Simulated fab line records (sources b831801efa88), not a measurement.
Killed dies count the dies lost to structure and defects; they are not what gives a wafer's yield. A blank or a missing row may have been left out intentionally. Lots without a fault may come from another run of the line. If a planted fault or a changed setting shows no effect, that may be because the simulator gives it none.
fab line records :: flow sky130
record
  lots=7
  wafers=21
  last-day=49
route steps=708 shown NWELL@82 PWDE@84 VT_ADJUST_HVTP@85 VT_ADJUST_LVTN@97
lots untouched by any fault: they come from a run of this same line in which no faults occurred
start-h: start of the lot's first displayed wafer, in hours after the record's first day :: wait-h: hours from the lot's prior step to this one :: " as in the row above :: L1.1+2: a single row standing in for several wafers :: - no value present, or no start provided :: * or withheld: withheld :: < > ~ a bound
route shown NAME@n: names a module that has steps shown in the file, with the first one's number in the route :: usual: the fault-free wafers' mean and standard deviation :: same: alike in all rows :: chamber/n: place in a boat :: sites: each site's reading :: _std_site: standard deviation of those values :: _edge_site: the outer-site mean with the inner-site mean subtracted :: radius-mm: for every site, how far away it sits from the centre of the wafer :: mask NAME#n: copy n :: behind: the tool/chamber that last shaped the wafer :: hold: what put the lot on hold/how long, in hours/how the hold closed :: device: the transistor (n, p or np) that didn't switch :: end of line: the tests these same wafers got at the end of their route :: step lacking rows: just its recipe :: killed: the dies lost at the first sort to structure and to defects; this is not the yield of the wafer :: map: dies across one wafer; x = killed, . = not, _ = none there
set.NAME: the setting as run; set.NAME@STEP: as run at that earlier step :: model.NAME: the simulator's own value behind a step, which no gauge read
lots at some steps of the route; a table a step, a row a wafer
services: a tool's chamber out of use, with start hour (start-h, from the record's first day; less than 0 if before it), hours out, and reason
## steps
# step SKY_NWELL_RS_MEAS_29
# recipe
  thk-meas-gauge=four-point-probe
# usual
  NWELL_RS=628.1/1.4
lot.wafer: L190.2
tool: film-metro-03
chamber: -
start-h: 107.17
wait-h: 0.1
NWELL_RS[ohm/sq]: 627.1

lot.wafer: L190.3
tool: film-metro-03
chamber: -
start-h: 107.17
wait-h: 0.1
NWELL_RS[ohm/sq]: 629.2

lot.wafer: L190.4
tool: film-metro-03
chamber: -
start-h: 107.17
wait-h: 0.1
NWELL_RS[ohm/sq]: 628.1

lot.wafer: L196.3
tool: film-metro-02
chamber: -
start-h: 139.49
wait-h: 0.1
NWELL_RS[ohm/sq]: 627.8

lot.wafer: L196.4
tool: film-metro-02
chamber: -
start-h: 139.49
wait-h: 0.1
NWELL_RS[ohm/sq]: 626.6

lot.wafer: L196.6
tool: film-metro-02
chamber: -
start-h: 139.49
wait-h: 0.1
NWELL_RS[ohm/sq]: 629.0

lot.wafer: L197.1
tool: film-metro-02
chamber: -
start-h: 145.80
wait-h: 0.1
NWELL_RS[ohm/sq]: 628.6

lot.wafer: L197.4
tool: film-metro-02
chamber: -
start-h: 145.80
wait-h: 0.1
NWELL_RS[ohm/sq]: 628.7

lot.wafer: L197.6
tool: film-metro-02
chamber: -
start-h: 145.80
wait-h: 0.1
NWELL_RS[ohm/sq]: 628.4

lot.wafer: L202.1
tool: film-metro-01
chamber: -
start-h: 174.93
wait-h: 0.1
NWELL_RS[ohm/sq]: 627.1

lot.wafer: L202.3
tool: film-metro-01
chamber: -
start-h: 174.93
wait-h: 0.1
NWELL_RS[ohm/sq]: 627.2

lot.wafer: L202.6
tool: film-metro-01
chamber: -
start-h: 174.93
wait-h: 0.1
NWELL_RS[ohm/sq]: 628.7

lot.wafer: L203.2
tool: film-metro-03
chamber: -
start-h: 179.02
wait-h: 0.1
NWELL_RS[ohm/sq]: 630.1

lot.wafer: L203.5
tool: film-metro-03
chamber: -
start-h: 179.02
wait-h: 0.1
NWELL_RS[ohm/sq]: 629.3

lot.wafer: L203.6
tool: film-metro-03
chamber: -
start-h: 179.02
wait-h: 0.1
NWELL_RS[ohm/sq]: 630.4

lot.wafer: L204.4
tool: film-metro-03
chamber: -
start-h: 192.71
wait-h: 0.1
NWELL_RS[ohm/sq]: 629.3

lot.wafer: L204.5
tool: film-metro-03
chamber: -
start-h: 192.71
wait-h: 0.1
NWELL_RS[ohm/sq]: 629.6

lot.wafer: L204.6
tool: film-metro-03
chamber: -
start-h: 192.71
wait-h: 0.1
NWELL_RS[ohm/sq]: 628.9

lot.wafer: L205.1
tool: film-metro-02
chamber: -
start-h: 201.40
wait-h: 0.1
NWELL_RS[ohm/sq]: 627.2

lot.wafer: L205.2
tool: film-metro-02
chamber: -
start-h: 201.40
wait-h: 0.1
NWELL_RS[ohm/sq]: 626.0

lot.wafer: L205.4
tool: film-metro-02
chamber: -
start-h: 201.40
wait-h: 0.1
NWELL_RS[ohm/sq]: 627.6
# step SKY_NWELL_RS_MEAS_31
# recipe
  thk-meas-gauge=four-point-probe
# usual
  PWDE_RS=5282/18
lot.wafer: L190.2
tool: film-metro-03
chamber: -
start-h: 107.41
wait-h: 0.1
PWDE_RS[ohm/sq]: 5271

lot.wafer: L190.3
tool: film-metro-03
chamber: -
start-h: 107.41
wait-h: 0.1
PWDE_RS[ohm/sq]: 5243

lot.wafer: L190.4
tool: film-metro-03
chamber: -
start-h: 107.41
wait-h: 0.1
PWDE_RS[ohm/sq]: 5272

lot.wafer: L196.3
tool: film-metro-02
chamber: -
start-h: 139.73
wait-h: 0.1
PWDE_RS[ohm/sq]: 5309

lot.wafer: L196.4
tool: film-metro-02
chamber: -
start-h: 139.73
wait-h: 0.1
PWDE_RS[ohm/sq]: 5305

lot.wafer: L196.6
tool: film-metro-02
chamber: -
start-h: 139.73
wait-h: 0.1
PWDE_RS[ohm/sq]: 5283

lot.wafer: L197.1
tool: film-metro-02
chamber: -
start-h: 146.04
wait-h: 0.1
PWDE_RS[ohm/sq]: 5274

lot.wafer: L197.4
tool: film-metro-02
chamber: -
start-h: 146.04
wait-h: 0.1
PWDE_RS[ohm/sq]: 5309

lot.wafer: L197.6
tool: film-metro-02
chamber: -
start-h: 146.04
wait-h: 0.1
PWDE_RS[ohm/sq]: 5278

lot.wafer: L202.1
tool: film-metro-01
chamber: -
start-h: 175.17
wait-h: 0.1
PWDE_RS[ohm/sq]: 5260

lot.wafer: L202.3
tool: film-metro-01
chamber: -
start-h: 175.17
wait-h: 0.1
PWDE_RS[ohm/sq]: 5246

lot.wafer: L202.6
tool: film-metro-01
chamber: -
start-h: 175.17
wait-h: 0.1
PWDE_RS[ohm/sq]: 5271

lot.wafer: L203.2
tool: film-metro-03
chamber: -
start-h: 179.26
wait-h: 0.1
PWDE_RS[ohm/sq]: 5279

lot.wafer: L203.5
tool: film-metro-03
chamber: -
start-h: 179.26
wait-h: 0.1
PWDE_RS[ohm/sq]: 5295

lot.wafer: L203.6
tool: film-metro-03
chamber: -
start-h: 179.26
wait-h: 0.1
PWDE_RS[ohm/sq]: 5279

lot.wafer: L204.4
tool: film-metro-03
chamber: -
start-h: 192.95
wait-h: 0.1
PWDE_RS[ohm/sq]: 5305

lot.wafer: L204.5
tool: film-metro-03
chamber: -
start-h: 192.95
wait-h: 0.1
PWDE_RS[ohm/sq]: 5284

lot.wafer: L204.6
tool: film-metro-03
chamber: -
start-h: 192.95
wait-h: 0.1
PWDE_RS[ohm/sq]: 5294

lot.wafer: L205.1
tool: film-metro-02
chamber: -
start-h: 201.64
wait-h: 0.1
PWDE_RS[ohm/sq]: 5288

lot.wafer: L205.2
tool: film-metro-02
chamber: -
start-h: 201.64
wait-h: 0.1
PWDE_RS[ohm/sq]: 5287

lot.wafer: L205.4
tool: film-metro-02
chamber: -
start-h: 201.64
wait-h: 0.1
PWDE_RS[ohm/sq]: 5274
# step SKY_VT_ADJUST_HVTP_DEHYDRATE_00
# recipe
  temp-c=200
  time-s=60
# step SKY_VT_ADJUST_HVTP_HMDS_01
# recipe
  prime-time-s=60
  prime-temp-c=120
# step SKY_VT_ADJUST_HVTP_COAT_02
# recipe
  resist=NOVOLAK
  spin-rpm=3000
  resist-thk-nm=1140
# step SKY_VT_ADJUST_HVTP_SOFTBAKE_03
# recipe
  temp-c=90
  time-s=60
  resist=NOVOLAK
# step SKY_VT_ADJUST_HVTP_EXPOSE_04
# recipe
  mask-id=HVTPM
  na=0.6
  source-shape=conventional
  sigma-outer=0.6
  polarization=unpolarized
  target-cd-nm=380
  dose-mj=140
# step SKY_VT_ADJUST_HVTP_PEB_05
# recipe
  temp-c=withheld
  time-s=*
  resist=NOVOLAK
# step SKY_VT_ADJUST_HVTP_DEVELOP_06
# recipe
  resist=NOVOLAK
  developer=TMAH
  develop-time-s=60
  dev-temp-c=24.03
# step SKY_VT_ADJUST_HVTP_CD_MEAS_07
# recipe
  target-cd-nm=380
# usual
  cd-nm=379.3/2.4
lot.wafer: L190.2
tool: cd-sem-02
chamber: -
start-h: 124.88
wait-h: 0.1
cd-nm: 379.0

lot.wafer: L190.3
tool: cd-sem-02
chamber: -
start-h: 124.88
wait-h: 0.1
cd-nm: 377.8

lot.wafer: L190.4
tool: cd-sem-02
chamber: -
start-h: 124.88
wait-h: 0.1
cd-nm: 377.3

lot.wafer: L196.3
tool: cd-sem-02
chamber: -
start-h: 159.37
wait-h: 0.1
cd-nm: 376.4

lot.wafer: L196.4
tool: cd-sem-02
chamber: -
start-h: 159.37
wait-h: 0.1
cd-nm: 372.8

lot.wafer: L196.6
tool: cd-sem-02
chamber: -
start-h: 159.37
wait-h: 0.1
cd-nm: 378.3

lot.wafer: L197.1
tool: cd-sem-01
chamber: -
start-h: 165.83
wait-h: 0.1
cd-nm: 383.0

lot.wafer: L197.4
tool: cd-sem-01
chamber: -
start-h: 165.83
wait-h: 0.1
cd-nm: 382.0

lot.wafer: L197.6
tool: cd-sem-01
chamber: -
start-h: 165.83
wait-h: 0.1
cd-nm: 380.5

lot.wafer: L202.1
tool: cd-sem-02
chamber: -
start-h: 195.51
wait-h: 0.1
cd-nm: 377.2

lot.wafer: L202.3
tool: cd-sem-02
chamber: -
start-h: 195.51
wait-h: 0.1
cd-nm: 380.8

lot.wafer: L202.6
tool: cd-sem-02
chamber: -
start-h: 195.51
wait-h: 0.1
cd-nm: 378.1

lot.wafer: L203.2
tool: cd-sem-02
chamber: -
start-h: 200.03
wait-h: 0.1
cd-nm: 377.6

lot.wafer: L203.5
tool: cd-sem-02
chamber: -
start-h: 200.03
wait-h: 0.1
cd-nm: 377.5

lot.wafer: L203.6
tool: cd-sem-02
chamber: -
start-h: 200.03
wait-h: 0.1
cd-nm: 377.1

lot.wafer: L204.4
tool: cd-sem-02
chamber: -
start-h: 214.59
wait-h: 0.1
cd-nm: 380.8

lot.wafer: L204.5
tool: cd-sem-02
chamber: -
start-h: 214.59
wait-h: 0.1
cd-nm: 379.8

lot.wafer: L204.6
tool: cd-sem-02
chamber: -
start-h: 214.59
wait-h: 0.1
cd-nm: 381.1

lot.wafer: L205.1
tool: cd-sem-01
chamber: -
start-h: 223.26
wait-h: 0.1
cd-nm: 380.0

lot.wafer: L205.2
tool: cd-sem-01
chamber: -
start-h: 223.26
wait-h: 0.1
cd-nm: 380.8

lot.wafer: L205.4
tool: cd-sem-01
chamber: -
start-h: 223.26
wait-h: 0.1
cd-nm: 380.8
# step SKY_VT_ADJUST_HVTP_OVL_MEAS_08
# usual
  VT_ADJUST_HVTP_OVL=-0.5/1.5
lot.wafer: L190.2
tool: overlay-02
chamber: -
start-h: 124.99
wait-h: 0.1
VT_ADJUST_HVTP_OVL[nm]: -0.3

lot.wafer: L190.3
tool: overlay-02
chamber: -
start-h: 124.99
wait-h: 0.1
VT_ADJUST_HVTP_OVL[nm]: 1.9

lot.wafer: L190.4
tool: overlay-02
chamber: -
start-h: 124.99
wait-h: 0.1
VT_ADJUST_HVTP_OVL[nm]: 0.4

lot.wafer: L196.3
tool: overlay-01
chamber: -
start-h: 159.46
wait-h: 0.1
VT_ADJUST_HVTP_OVL[nm]: -0.8

lot.wafer: L196.4
tool: overlay-01
chamber: -
start-h: 159.46
wait-h: 0.1
VT_ADJUST_HVTP_OVL[nm]: 0.0

lot.wafer: L196.6
tool: overlay-01
chamber: -
start-h: 159.46
wait-h: 0.1
VT_ADJUST_HVTP_OVL[nm]: -1.7

lot.wafer: L197.1
tool: overlay-01
chamber: -
start-h: 165.95
wait-h: 0.1
VT_ADJUST_HVTP_OVL[nm]: -0.2

lot.wafer: L197.4
tool: overlay-01
chamber: -
start-h: 165.95
wait-h: 0.1
VT_ADJUST_HVTP_OVL[nm]: 1.7

lot.wafer: L197.6
tool: overlay-01
chamber: -
start-h: 165.95
wait-h: 0.1
VT_ADJUST_HVTP_OVL[nm]: 1.1

lot.wafer: L202.1
tool: overlay-01
chamber: -
start-h: 195.63
wait-h: 0.1
VT_ADJUST_HVTP_OVL[nm]: -1.8

lot.wafer: L202.3
tool: overlay-01
chamber: -
start-h: 195.63
wait-h: 0.1
VT_ADJUST_HVTP_OVL[nm]: -1.8

lot.wafer: L202.6
tool: overlay-01
chamber: -
start-h: 195.63
wait-h: 0.1
VT_ADJUST_HVTP_OVL[nm]: -0.1

lot.wafer: L203.2
tool: overlay-02
chamber: -
start-h: 200.14
wait-h: 0.1
VT_ADJUST_HVTP_OVL[nm]: -0.9

lot.wafer: L203.5
tool: overlay-02
chamber: -
start-h: 200.14
wait-h: 0.1
VT_ADJUST_HVTP_OVL[nm]: 0.2

lot.wafer: L203.6
tool: overlay-02
chamber: -
start-h: 200.14
wait-h: 0.1
VT_ADJUST_HVTP_OVL[nm]: 0.6

lot.wafer: L204.4
tool: overlay-01
chamber: -
start-h: 214.67
wait-h: 0.1
VT_ADJUST_HVTP_OVL[nm]: 0.0

lot.wafer: L204.5
tool: overlay-01
chamber: -
start-h: 214.67
wait-h: 0.1
VT_ADJUST_HVTP_OVL[nm]: 2.1

lot.wafer: L204.6
tool: overlay-01
chamber: -
start-h: 214.67
wait-h: 0.1
VT_ADJUST_HVTP_OVL[nm]: 1.7

lot.wafer: L205.1
tool: overlay-01
chamber: -
start-h: 223.38
wait-h: 0.1
VT_ADJUST_HVTP_OVL[nm]: -1.3

lot.wafer: L205.2
tool: overlay-01
chamber: -
start-h: 223.38
wait-h: 0.1
VT_ADJUST_HVTP_OVL[nm]: -3.3

lot.wafer: L205.4
tool: overlay-01
chamber: -
start-h: 223.38
wait-h: 0.1
VT_ADJUST_HVTP_OVL[nm]: -3.3
# step SKY_VT_ADJUST_HVTP_IMPLANT_09
# recipe
  species=As
  energy-kev=150
  dose-cm2=4.3e+12
  tilt-deg=withheld
# usual
  implant-ion-amu=75/0
lot.wafer: L190.2
tool: implanter-03
chamber: 0
start-h: 125.05
wait-h: 0.0
implant-ion-amu: 75
model.implant.rp-nm: 83.22
model.implant.drp-nm: 33.4

lot.wafer: L190.3
tool: implanter-03
chamber: 0
start-h: 125.05
wait-h: 0.0
implant-ion-amu: 75
model.implant.rp-nm: 83.22
model.implant.drp-nm: 33.4

lot.wafer: L190.4
tool: implanter-03
chamber: 0
start-h: 125.05
wait-h: 0.0
implant-ion-amu: 75
model.implant.rp-nm: 83.22
model.implant.drp-nm: 33.4

lot.wafer: L196.3
tool: implanter-03
chamber: 0
start-h: 159.54
wait-h: 0.1
implant-ion-amu: 75
model.implant.rp-nm: 81.97
model.implant.drp-nm: 33.4

lot.wafer: L196.4
tool: implanter-03
chamber: 0
start-h: 159.54
wait-h: 0.1
implant-ion-amu: 75
model.implant.rp-nm: 81.97
model.implant.drp-nm: 33.4

lot.wafer: L196.6
tool: implanter-03
chamber: 0
start-h: 159.54
wait-h: 0.1
implant-ion-amu: 75
model.implant.rp-nm: 81.97
model.implant.drp-nm: 33.4

lot.wafer: L197.1
tool: implanter-04
chamber: 0
start-h: 165.99
wait-h: 0.0
implant-ion-amu: 75
model.implant.rp-nm: 83.92
model.implant.drp-nm: 33.4

lot.wafer: L197.4
tool: implanter-04
chamber: 0
start-h: 165.99
wait-h: 0.0
implant-ion-amu: 75
model.implant.rp-nm: 83.92
model.implant.drp-nm: 33.4

lot.wafer: L197.6
tool: implanter-04
chamber: 0
start-h: 165.99
wait-h: 0.0
implant-ion-amu: 75
model.implant.rp-nm: 83.92
model.implant.drp-nm: 33.4

lot.wafer: L202.1
tool: implanter-03
chamber: 0
start-h: 195.67
wait-h: 0.0
implant-ion-amu: 75
model.implant.rp-nm: 81.78
model.implant.drp-nm: 33.4

lot.wafer: L202.3
tool: implanter-03
chamber: 0
start-h: 195.67
wait-h: 0.0
implant-ion-amu: 75
model.implant.rp-nm: 81.78
model.implant.drp-nm: 33.4

lot.wafer: L202.6
tool: implanter-03
chamber: 0
start-h: 195.67
wait-h: 0.0
implant-ion-amu: 75
model.implant.rp-nm: 81.78
model.implant.drp-nm: 33.4

lot.wafer: L203.2
tool: implanter-01
chamber: 0
start-h: 200.20
wait-h: 0.0
implant-ion-amu: 49
model.implant.rp-nm: 108.4
model.implant.drp-nm: 46.43

lot.wafer: L203.5
tool: implanter-01
chamber: 0
start-h: 200.20
wait-h: 0.0
implant-ion-amu: 49
model.implant.rp-nm: 108.4
model.implant.drp-nm: 46.43

lot.wafer: L203.6
tool: implanter-01
chamber: 0
start-h: 200.20
wait-h: 0.0
implant-ion-amu: 49
model.implant.rp-nm: 108.4
model.implant.drp-nm: 46.43

lot.wafer: L204.4
tool: implanter-03
chamber: 0
start-h: 214.76
wait-h: 0.1
implant-ion-amu: 49
model.implant.rp-nm: 112.8
model.implant.drp-nm: 46.43

lot.wafer: L204.5
tool: implanter-03
chamber: 0
start-h: 214.76
wait-h: 0.1
implant-ion-amu: 49
model.implant.rp-nm: 112.8
model.implant.drp-nm: 46.43

lot.wafer: L204.6
tool: implanter-03
chamber: 0
start-h: 214.76
wait-h: 0.1
implant-ion-amu: 49
model.implant.rp-nm: 112.8
model.implant.drp-nm: 46.43

lot.wafer: L205.1
tool: implanter-01
chamber: 0
start-h: 223.42
wait-h: 0.0
implant-ion-amu: 49
model.implant.rp-nm: 107.9
model.implant.drp-nm: 46.43

lot.wafer: L205.2
tool: implanter-01
chamber: 0
start-h: 223.42
wait-h: 0.0
implant-ion-amu: 49
model.implant.rp-nm: 107.9
model.implant.drp-nm: 46.43

lot.wafer: L205.4
tool: implanter-01
chamber: 0
start-h: 223.42
wait-h: 0.0
implant-ion-amu: 49
model.implant.rp-nm: 107.9
model.implant.drp-nm: 46.43
# step SKY_VT_ADJUST_HVTP_STRIP_10
# recipe
  chemistry=O2/N2
  power-w=1400
  pressure-mtorr=1500
  platen-temp-c=withheld
  o2-flow-sccm=3000
  n2-flow-sccm=300
  overash-fraction=0.5
# usual
  drypump-motor-current-A=5.7/0.5
  oes-product-au=0.715/0.0048
  strip-time-to-endpoint-s=14.19/0.038
lot.wafer: L190.2
tool: plasma-asher-02
chamber: 1
start-h: 125.17
wait-h: 0.1
drypump-motor-current-A: 6.1
oes-product-au: 0.721
rf-hours-counter-h: 32
strip-time-to-endpoint-s: 14.15

lot.wafer: L190.3
tool: plasma-asher-02
chamber: 1
start-h: 125.17
wait-h: 0.1
drypump-motor-current-A: 6.2
oes-product-au: 0.715
rf-hours-counter-h: -
strip-time-to-endpoint-s: 14.16

lot.wafer: L190.4
tool: plasma-asher-02
chamber: 0
start-h: 125.17
wait-h: 0.1
drypump-motor-current-A: 6.3
oes-product-au: 0.724
rf-hours-counter-h: -
strip-time-to-endpoint-s: 14.15

lot.wafer: L196.3
tool: plasma-asher-01
chamber: 1
start-h: 159.67
wait-h: 0.1
drypump-motor-current-A: 6.3
oes-product-au: 0.713
rf-hours-counter-h: -
strip-time-to-endpoint-s: 14.19

lot.wafer: L196.4
tool: plasma-asher-01
chamber: 0
start-h: 159.67
wait-h: 0.1
drypump-motor-current-A: 5.4
oes-product-au: 0.714
rf-hours-counter-h: -
strip-time-to-endpoint-s: 14.22

lot.wafer: L196.6
tool: plasma-asher-01
chamber: 0
start-h: 159.67
wait-h: 0.1
drypump-motor-current-A: 5.4
oes-product-au: 0.721
rf-hours-counter-h: -
strip-time-to-endpoint-s: 14.19

lot.wafer: L197.1
tool: plasma-asher-01
chamber: 1
start-h: 166.14
wait-h: 0.1
drypump-motor-current-A: 6.3
oes-product-au: 0.714
rf-hours-counter-h: 49
strip-time-to-endpoint-s: 14.16

lot.wafer: L197.4
tool: plasma-asher-01
chamber: 0
start-h: 166.14
wait-h: 0.1
drypump-motor-current-A: 5.5
oes-product-au: 0.718
rf-hours-counter-h: -
strip-time-to-endpoint-s: 14.19

lot.wafer: L197.6
tool: plasma-asher-01
chamber: 0
start-h: 166.14
wait-h: 0.1
drypump-motor-current-A: 5.5
oes-product-au: 0.719
rf-hours-counter-h: -
strip-time-to-endpoint-s: 14.17

lot.wafer: L202.1
tool: plasma-asher-02
chamber: 1
start-h: 195.82
wait-h: 0.1
drypump-motor-current-A: 6.2
oes-product-au: 0.720
rf-hours-counter-h: 39
strip-time-to-endpoint-s: 14.17

lot.wafer: L202.3
tool: plasma-asher-02
chamber: 1
start-h: 195.82
wait-h: 0.1
drypump-motor-current-A: 6.2
oes-product-au: 0.710
rf-hours-counter-h: -
strip-time-to-endpoint-s: 14.13

lot.wafer: L202.6
tool: plasma-asher-02
chamber: 0
start-h: 195.82
wait-h: 0.1
drypump-motor-current-A: 6.3
oes-product-au: 0.707
rf-hours-counter-h: -
strip-time-to-endpoint-s: 14.14

lot.wafer: L203.2
tool: plasma-asher-02
chamber: 0
start-h: 200.32
wait-h: 0.1
drypump-motor-current-A: 6.3
oes-product-au: 0.702
rf-hours-counter-h: 39
strip-time-to-endpoint-s: 14.15

lot.wafer: L203.5
tool: plasma-asher-02
chamber: 0
start-h: 200.32
wait-h: 0.1
drypump-motor-current-A: 6.3
oes-product-au: 0.708
rf-hours-counter-h: -
strip-time-to-endpoint-s: 14.09

lot.wafer: L203.6
tool: plasma-asher-02
chamber: 1
start-h: 200.32
wait-h: 0.1
drypump-motor-current-A: 6.2
oes-product-au: 0.711
rf-hours-counter-h: -
strip-time-to-endpoint-s: 14.13

lot.wafer: L204.4
tool: plasma-asher-04
chamber: 0
start-h: 214.87
wait-h: 0.1
drypump-motor-current-A: 5.0
oes-product-au: 0.715
rf-hours-counter-h: -
strip-time-to-endpoint-s: 14.18

lot.wafer: L204.5
tool: plasma-asher-04
chamber: 1
start-h: 214.87
wait-h: 0.1
drypump-motor-current-A: 5.4
oes-product-au: 0.714
rf-hours-counter-h: -
strip-time-to-endpoint-s: 14.19

lot.wafer: L204.6
tool: plasma-asher-04
chamber: 0
start-h: 214.87
wait-h: 0.1
drypump-motor-current-A: 5.0
oes-product-au: 0.714
rf-hours-counter-h: -
strip-time-to-endpoint-s: 14.20

lot.wafer: L205.1
tool: plasma-asher-04
chamber: 1
start-h: 223.57
wait-h: 0.1
drypump-motor-current-A: 5.4
oes-product-au: 0.714
rf-hours-counter-h: 10
strip-time-to-endpoint-s: 14.22

lot.wafer: L205.2
tool: plasma-asher-04
chamber: 0
start-h: 223.57
wait-h: 0.1
drypump-motor-current-A: 5.0
oes-product-au: 0.712
rf-hours-counter-h: 10
strip-time-to-endpoint-s: 14.24

lot.wafer: L205.4
tool: plasma-asher-04
chamber: 0
start-h: 223.57
wait-h: 0.1
drypump-motor-current-A: 5.0
oes-product-au: 0.710
rf-hours-counter-h: -
strip-time-to-endpoint-s: 14.22
# step SKY_VT_ADJUST_HVTP_TW_MEAS_11
# usual
  VT_ADJUST_HVTP_TW=1345/8.1
lot.wafer: L190.2
tool: film-metro-04
chamber: -
start-h: 125.28
wait-h: 0.1
VT_ADJUST_HVTP_TW: 1342

lot.wafer: L190.3
tool: film-metro-04
chamber: -
start-h: 125.28
wait-h: 0.1
VT_ADJUST_HVTP_TW: 1345

lot.wafer: L190.4
tool: film-metro-04
chamber: -
start-h: 125.28
wait-h: 0.1
VT_ADJUST_HVTP_TW: 1344

lot.wafer: L196.3
tool: film-metro-04
chamber: -
start-h: 159.76
wait-h: 0.1
VT_ADJUST_HVTP_TW: 1340

lot.wafer: L196.4
tool: film-metro-04
chamber: -
start-h: 159.76
wait-h: 0.1
VT_ADJUST_HVTP_TW: 1339

lot.wafer: L196.6
tool: film-metro-04
chamber: -
start-h: 159.76
wait-h: 0.1
VT_ADJUST_HVTP_TW: 1346

lot.wafer: L197.1
tool: film-metro-04
chamber: -
start-h: 166.24
wait-h: 0.1
VT_ADJUST_HVTP_TW: 1340

lot.wafer: L197.4
tool: film-metro-04
chamber: -
start-h: 166.24
wait-h: 0.1
VT_ADJUST_HVTP_TW: 1342

lot.wafer: L197.6
tool: film-metro-04
chamber: -
start-h: 166.24
wait-h: 0.1
VT_ADJUST_HVTP_TW: 1339

lot.wafer: L202.1
tool: film-metro-01
chamber: -
start-h: 195.92
wait-h: 0.1
VT_ADJUST_HVTP_TW: 1327

lot.wafer: L202.3
tool: film-metro-01
chamber: -
start-h: 195.92
wait-h: 0.1
VT_ADJUST_HVTP_TW: 1335

lot.wafer: L202.6
tool: film-metro-01
chamber: -
start-h: 195.92
wait-h: 0.1
VT_ADJUST_HVTP_TW: 1332

lot.wafer: L203.2
tool: film-metro-02
chamber: -
start-h: 200.43
wait-h: 0.1
VT_ADJUST_HVTP_TW: 759

lot.wafer: L203.5
tool: film-metro-02
chamber: -
start-h: 200.43
wait-h: 0.1
VT_ADJUST_HVTP_TW: 763

lot.wafer: L203.6
tool: film-metro-02
chamber: -
start-h: 200.43
wait-h: 0.1
VT_ADJUST_HVTP_TW: 762

lot.wafer: L204.4
tool: film-metro-04
chamber: -
start-h: 214.97
wait-h: 0.1
VT_ADJUST_HVTP_TW: 759

lot.wafer: L204.5
tool: film-metro-04
chamber: -
start-h: 214.97
wait-h: 0.1
VT_ADJUST_HVTP_TW: 759

lot.wafer: L204.6
tool: film-metro-04
chamber: -
start-h: 214.97
wait-h: 0.1
VT_ADJUST_HVTP_TW: 758

lot.wafer: L205.1
tool: film-metro-01
chamber: -
start-h: 223.67
wait-h: 0.1
VT_ADJUST_HVTP_TW: 750

lot.wafer: L205.2
tool: film-metro-01
chamber: -
start-h: 223.67
wait-h: 0.1
VT_ADJUST_HVTP_TW: 747

lot.wafer: L205.4
tool: film-metro-01
chamber: -
start-h: 223.67
wait-h: 0.1
VT_ADJUST_HVTP_TW: 753
# step SKY_VT_ADJUST_LVTN_DEHYDRATE_00
# recipe
  temp-c=200
  time-s=60
## services
tool: plasma-asher-04
chamber: -
start-h: 108.80
hours: 9.0
kind: pm

tool: plasma-asher-04
chamber: 0
start-h: 108.80
hours: 9.0
kind: vent-cycle

tool: plasma-asher-04
chamber: 1
start-h: 108.80
hours: 9.0
kind: vent-cycle

tool: implanter-04
chamber: -
start-h: 114.33
hours: 5.4
kind: pm

tool: plasma-asher-02
chamber: -
start-h: 115.13
hours: 4.0
kind: pm

tool: plasma-asher-04
chamber: 0
start-h: 117.80
hours: -
kind: clean

tool: plasma-asher-04
chamber: 1
start-h: 117.80
hours: -
kind: clean

tool: implanter-01
chamber: -
start-h: 125.27
hours: 3.5
kind: repair

tool: implanter-04
chamber: -
start-h: 134.31
hours: 6.1
kind: repair

tool: implanter-01
chamber: -
start-h: 163.57
hours: 11.7
kind: repair

tool: plasma-asher-01
chamber: -
start-h: 169.70
hours: 1.8
kind: repair

tool: implanter-01
chamber: -
start-h: 194.92
hours: 5.2
kind: pm

tool: plasma-asher-04
chamber: -
start-h: 199.24
hours: 2.8
kind: pm

tool: implanter-03
chamber: -
start-h: 209.59
hours: 3.6
kind: pm

tool: implanter-04
chamber: -
start-h: 212.20
hours: 6.6
kind: repair

tool: plasma-asher-04
chamber: -
start-h: 217.45
hours: 0.4
kind: repair
## key
first-sign
  step=SKY_VT_ADJUST_HVTP_IMPLANT_09
  reading=implant-ion-amu
  direction=down
  sigmas=99+
  usual=75
  struck=49
effect
  step=SKY_VT_ADJUST_HVTP_TW_MEAS_11
  reading=VT_ADJUST_HVTP_TW
  direction=down
  sigmas=73
  usual=1345
  struck=757
model-effect
  step=SKY_VT_ADJUST_HVTP_IMPLANT_09
  value=implant.rp-nm
  without=83.96
  struck=109.7
met-at SKY_VT_ADJUST_HVTP_IMPLANT_09
struck-wafers L203.2,L203.5,L203.6,L204.4,L204.5,L204.6,L205.1,L205.2,L205.4
sort-left-out L203.2,L203.5,L203.6,L204.4,L204.5,L204.6,L205.1,L205.2,L205.4
tester-left-out L203,L204,L205
onset-between 195.67 200.20
fault
  kind=wrong-recipe-download
  tool=implanter-01,implanter-03,implanter-04
  chamber=-
  onset-h=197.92
  steps=SKY_VT_ADJUST_HVTP_IMPLANT_09
  wrong-recipe.not-listed=1
# tester-left-out: of these lots the tester's yield and bins aren't shown, on N5 and GAA mostly nor the transistor test; their killed dies are dies lost to structure and defects alone, not to doping, threshold or leakage, so they don't give the yield
# sort-left-out: the simulated sort isn't trusted on such a fault, so these wafers' sort isn't shown, and their yield isn't known
